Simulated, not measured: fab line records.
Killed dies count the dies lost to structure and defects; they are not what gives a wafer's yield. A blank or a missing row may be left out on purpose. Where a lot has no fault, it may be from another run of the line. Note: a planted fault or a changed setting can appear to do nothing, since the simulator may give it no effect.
2 desks, one fault    flow gf180mcu    only its own numbers are on each desk; what lay behind them is given at the end

== AT THE TOOL OWNER'S DESK: cvd_w-01 ==
The tool's own readings at GF_V1_CVD_23 (deposits W, target thk 350 nm, time 105.05 s): means of the sampled wafers that have a number, for each lot that ran on this tool. The brackets show how far a lot's mean lies from the usual mean; more than 4 standard deviations puts the lot out of limits, marked OUT.
Columns: A = chamber_pressure_Torr at GF_V1_CVD_23, usual 39.99 Torr; B = heater_power_w at GF_V1_CVD_23, usual 859 W
lot   first seen here  A      B
L456  day 19 11:26     39.96  834
L459  day 20 22:55     39.99  815
L461  day 21 13:23     39.96  831
L462  day 21 21:44     39.95  824
L464  day 22 12:08     40.31  842
L473  day 25 05:34     40.02  812
L474  day 25 14:02     39.99  821
Result from this desk: across the 7 lots, nothing is out of limits.

== METROLOGY DESK ==
What the gauges read, lot by lot, whatever tool the lot ran on: means of the sampled wafers that have a number. The brackets show how far a lot's mean lies from the usual mean; more than 4 standard deviations puts the lot out of limits, marked OUT.
Columns: A = V2_CVD_00_THK at GF_V2_THK_MEAS_01, usual 601 nm
lot   first seen here  A
L454  day 20 05:29     595
L455  day 20 07:47     596
L456  day 20 13:28     598
L459  day 22 00:36     596
L460  day 22 12:27     601
L461  day 22 14:31     601
L463  day 22 22:57     600
L462  day 22 23:23     592
L464  day 23 12:43     602
L473  day 26 04:29     604
L474  day 26 12:06     613
L475  day 26 17:22     602
L476  day 26 23:35     600
Result from this desk: across the 13 lots, nothing is out of limits.

== BROUGHT TOGETHER ==
The tool owner's desk saw nothing out of limits.
The metrology desk saw nothing out of limits.

== WHAT WAS PUT IN BY THE SIMULATOR ==
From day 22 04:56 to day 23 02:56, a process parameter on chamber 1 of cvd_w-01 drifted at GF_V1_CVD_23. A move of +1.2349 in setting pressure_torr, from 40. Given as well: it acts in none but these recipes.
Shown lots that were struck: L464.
